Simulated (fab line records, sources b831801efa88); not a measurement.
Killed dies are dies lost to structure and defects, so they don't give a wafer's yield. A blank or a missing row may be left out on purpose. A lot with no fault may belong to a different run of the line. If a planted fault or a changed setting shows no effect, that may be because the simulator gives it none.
Struck lot and sound lot, side by side	flow sky130	15 steps out of a route of 708
Sound: wafers L411.1, L411.2, L411.4. Wafers struck: L425.3, L425.4, L425.5. At the end, the cause is stated.
For every step that has rows: the tool of each side, followed by ch and its chambers, followed by its first start. Under that, the readings that differ: sound wafers	struck wafers	difference of the means	sigmas: that difference in standard deviations of wafers without a fault.
alike: a reading whose means differ by less than 2 such deviations, as well as words and numbers matching on both sides. not compared: withheld readings; readings where some wafer has no value; bounds like >300 that might hide an equal value; numbers whose values overlap and for which the record gives no deviation.
The two part at a step that has a row with sigmas, a row that says differs or no value, or rows on one side only. When numbers do not overlap yet have no deviation, they are printed without sigmas and do not part them. A reading that every wafer of one side lacks parts them only if that side has two wafers or more.

first, 2 steps without rows for these wafers: SKY_METAL2_CLEAN_23 (cleans in O3/DIW); SKY_VIA2_HDPCVD_00 (deposits SiO2, target thk 1180 nm, time 187.1 s).
SKY_VIA2_THK_MEAS_01:
  sound on film metro-02, day 35 17:40; struck on film metro-01, day 40 06:08
  alike: VIA2_HDPCVD_THK
SKY_VIA2_CMP_02: polishes SiO2.
  sound on cmp-02 ch 0,2,3, day 35 17:47; struck on cmp-01 ch 0,1,3, day 40 06:10
  alike: motor current A, platen rpm
SKY_VIA2_BOW_MEAS_03:
  sound on film metro-03, day 35 18:02; struck on film metro-02, day 40 06:31
  alike: VIA2_BOW
then, 7 steps without rows for these wafers: SKY_VIA2_DEHYDRATE_04 (time 60 s); SKY_VIA2_HMDS_05 (prime time 60 s); SKY_VIA2_COAT_06 (resist thk 60 nm); SKY_VIA2_COAT_07 (resist thk 450 nm); SKY_VIA2_SOFTBAKE_08 (time 90 s); SKY_VIA2_EXPOSE_09 (exposes mask VIM2, target cd 200 nm); SKY_VIA2_PEB_10.
SKY_VIA2_DEVELOP_11: develop time 60 s.
  sound on litho track-04 ch 0, day 36 19:00; struck on litho track-01 ch 0, day 41 06:00
reading	sound	struck	difference	sigmas
developer temp C (C)	21.00 21.09 21.05	20.30 20.32 20.25	-0.76	-7
SKY_VIA2_CD_MEAS_12 targets a cd of 200 nm.
  sound on cd sem-01, day 36 19:19; struck on cd sem-01, day 41 07:07
reading	sound	struck	difference	sigmas
cd nm (nm)	200.0 200.8 201.4	197.6 196.7 197.0	-3.6	-2
-- the record jumps here: 8 days lie between the struck wafers' starts before and after (it left off in module VIA2 and takes up again in module PAD_OPEN, whose first step shown is number 708 of the route) --
SKY_PAD_OPEN_PROBE_99:
  sound on prober-01, day 46 04:29; struck on prober-02, day 49 16:05
  alike: defect limited yield, killed_at_M0_to_M3, killed_at_M4_up, killed at contacts, killed at front end, killed at other, killed dies, killed on rim, killed open, killed short, sort_bin_3_pad_short, sort_bin_5_function, sort_bin_6_memory, sort_bin_8_speed, sort n pass, sort yield pct

## WHERE THEY PART
Earliest at SKY_VIA2_DEVELOP_11; latest, in this record, at SKY_VIA2_CD_MEAS_12. Later steps at which nothing parts them and some readings are alike: SKY_PAD_OPEN_PROBE_99.

WHY: what had been put in by the simulator
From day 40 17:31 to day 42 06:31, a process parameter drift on litho track-01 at SKY_VIA2_DEVELOP_11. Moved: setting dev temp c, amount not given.
